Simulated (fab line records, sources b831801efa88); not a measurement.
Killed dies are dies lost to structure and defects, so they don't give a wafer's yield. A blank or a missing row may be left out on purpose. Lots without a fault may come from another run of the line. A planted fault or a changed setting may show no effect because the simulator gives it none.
Which tool did it? | flow sky130 | 13 lots, 39 wafers sampled, at 4 steps of a route of 708

WHAT THE GAUGES READ, wafer by wafer
SKY_PWDE_OVL_MEAS_07. Usual: PWDE_OVL -1.6 nm, standard deviation 1.4.
lot  | measured    | on         | PWDE_OVL (nm)  | flag
L353 | day 3 23:32 | overlay-01 | -1.6 0.2 -3.1  |
L354 | day 4 00:38 | overlay-02 | -3.6 -1.8 -4.3 |
L357 | day 4 20:41 | overlay-02 | -1.8 -1.4 -1.3 |
L360 | day 5 12:05 | overlay-01 | 1.1 -1.3 -1.0  |
L361 | day 5 17:38 | overlay-01 | -0.7 -0.7 -2.2 |
L362 | day 5 22:26 | overlay-02 | -1.2 -1.0 -1.6 |
L364 | day 6 12:08 | overlay-02 | -3.5 -4.4 -5.1 |
L365 | day 6 15:38 | overlay-01 | 0.2 -0.6 -0.3  |
L366 | day 6 21:22 | overlay-01 | -1.7 -2.2 -2.4 |
L368 | day 7 08:59 | overlay-02 | -1.0 -2.0 -0.5 |
L370 | day 7 19:42 | overlay-02 | -3.8 -3.0 -3.5 |
L375 | day 9 00:17 | overlay-01 | 1.2 -0.7 0.1   |
L376 | day 9 05:50 | overlay-02 | -1.4 -1.3 -0.3 |

SKY_VT_ADJUST_HVTP_CD_MEAS_07: target cd 380 nm. Usual: cd_nm 380.7 nm, standard deviation 2.
lot  | measured     | on        | cd_nm (nm)        | flag
L353 | day 6 05:04  | cd_sem-01 | 378.5 379.3 381.2 |
L354 | day 6 06:23  | cd_sem-02 | 380.8 381.0 376.9 |
L357 | day 7 05:40  | cd_sem-01 | 383.9 381.0 379.7 |
L360 | day 7 23:23  | cd_sem-01 | 384.4 384.2 384.2 |
L361 | day 8 05:52  | cd_sem-02 | 379.9 379.0 378.4 |
L362 | day 8 10:20  | cd_sem-02 | 377.7 381.4 379.9 |
L364 | day 9 01:16  | cd_sem-02 | 380.2 380.4 377.6 |
L365 | day 9 06:29  | cd_sem-02 | 382.7 379.6 380.3 |
L366 | day 9 11:53  | cd_sem-02 | 381.6 379.1 379.6 |
L368 | day 10 00:11 | cd_sem-02 | 379.3 379.2 377.7 |
L370 | day 10 12:55 | cd_sem-01 | 378.5 379.5 379.1 |
L375 | day 11 20:47 | cd_sem-01 | 379.3 379.8 379.9 |
L376 | day 12 03:59 | cd_sem-02 | 381.1 381.1 380.9 |

WHICH TOOL RAN EACH LOT (tool, then ch and the chambers of the sampled wafers, then the start)
lot  | SKY_FIELD_ISO_CMP_27         | SKY_PWDE_EXPOSE_04
L353 | cmp-01 ch 0,1,2, day 2 13:28 | iline_stepper-01 ch 0, day 3 15:53
L354 | cmp-02 ch 2,3, day 2 15:01   | iline_stepper-01 ch 0, day 3 17:15
L357 | cmp-02 ch 0,1,2, day 3 08:57 | iline_stepper-02 ch 0, day 4 12:20
L360 | cmp-02 ch 0,1,3, day 3 23:33 | iline_stepper-02 ch 0, day 5 03:53
L361 | cmp-02 ch 1,2,3, day 4 03:40 | iline_stepper-02 ch 0, day 5 08:38
L362 | cmp-01 ch 0,2,3, day 4 08:25 | iline_stepper-01 ch 0, day 5 13:16
L364 | cmp-01 ch 2,3, day 4 20:55   | iline_stepper-01 ch 0, day 6 02:19
L365 | cmp-02 ch 1,2, day 5 00:43   | iline_stepper-01 ch 0, day 6 06:47
L366 | cmp-01 ch 1,2, day 5 05:01   | iline_stepper-01 ch 0, day 6 11:52
L368 | cmp-01 ch 1,2,3, day 5 15:53 | iline_stepper-01 ch 0, day 6 22:47
L370 | cmp-02 ch 1,3, day 6 00:53   | iline_stepper-01 ch 0, day 7 09:40
L375 | cmp-01 ch 0,1,2, day 7 04:11 | iline_stepper-02 ch 0, day 8 13:58
L376 | cmp-01 ch 0,1,2, day 7 09:55 | iline_stepper-02 ch 0, day 8 19:07
- SKY_FIELD_ISO_CMP_27: polishes, stops on Si3N4, t overpolish 16 s, target thk 457.8 nm.
- SKY_PWDE_EXPOSE_04: exposes mask PWDEM, target cd 840 nm.

WHAT THE TOOLS THEMSELVES READ (means of the sampled wafers that have a number; where no wafer has one, the mark that the record gives instead)
SKY_FIELD_ISO_CMP_27. Usual: motor_current_A 13.0 A, standard deviation 1.3; overpolish_run_s 16.001 s, standard deviation 0.0094; time_to_endpoint_s 113 s, standard deviation 3.8.
lot  | tool   | motor_current_A (A) | overpolish_run_s (s) | time_to_endpoint_s (s) | flag
L353 | cmp-01 | 13.9                | 16.001               | 112                    |
L354 | cmp-02 | 13.2                | 15.997               | 117                    |
L357 | cmp-02 | 11.9                | 16.004               | 113                    |
L360 | cmp-02 | 12.6                | 15.994               | 112                    |
L361 | cmp-02 | 12.7                | 16.002               | 117                    |
L362 | cmp-01 | 12.3                | 16.011               | 112                    |
L364 | cmp-01 | 12.1                | 15.987               | 115                    |
L365 | cmp-02 | 12.7                | 15.997               | 112                    |
L366 | cmp-01 | 13.4                | 15.989               | 106                    |
L368 | cmp-01 | 12.9                | 15.992               | 108                    |
L370 | cmp-02 | 13.3                | 16.005               | 115                    |
L375 | cmp-01 | 13.6                | 16.008               | 113                    |
L376 | cmp-01 | 13.9                | 16.001               | 113                    |

THE ANSWER, worked out from the rows above alone
Rule: a lot is off if the mean of its wafers that have a number lies more than 3 standard deviations from the usual mean. A lot without any number at a reading at which 4 lots or more have one is off too. The other lots that the step has rows for count as sound. The gauges are gone through in route order, then the tools' own readings, and for those a lot's mean is taken as printed above. The first step at which some lot is off is used, and at that step the reading that is off furthest; a lot without a number counts as furthest.
No lot is off at any reading shown: from this, nothing can be told.

WHAT THE SIMULATOR HAD PUT IN
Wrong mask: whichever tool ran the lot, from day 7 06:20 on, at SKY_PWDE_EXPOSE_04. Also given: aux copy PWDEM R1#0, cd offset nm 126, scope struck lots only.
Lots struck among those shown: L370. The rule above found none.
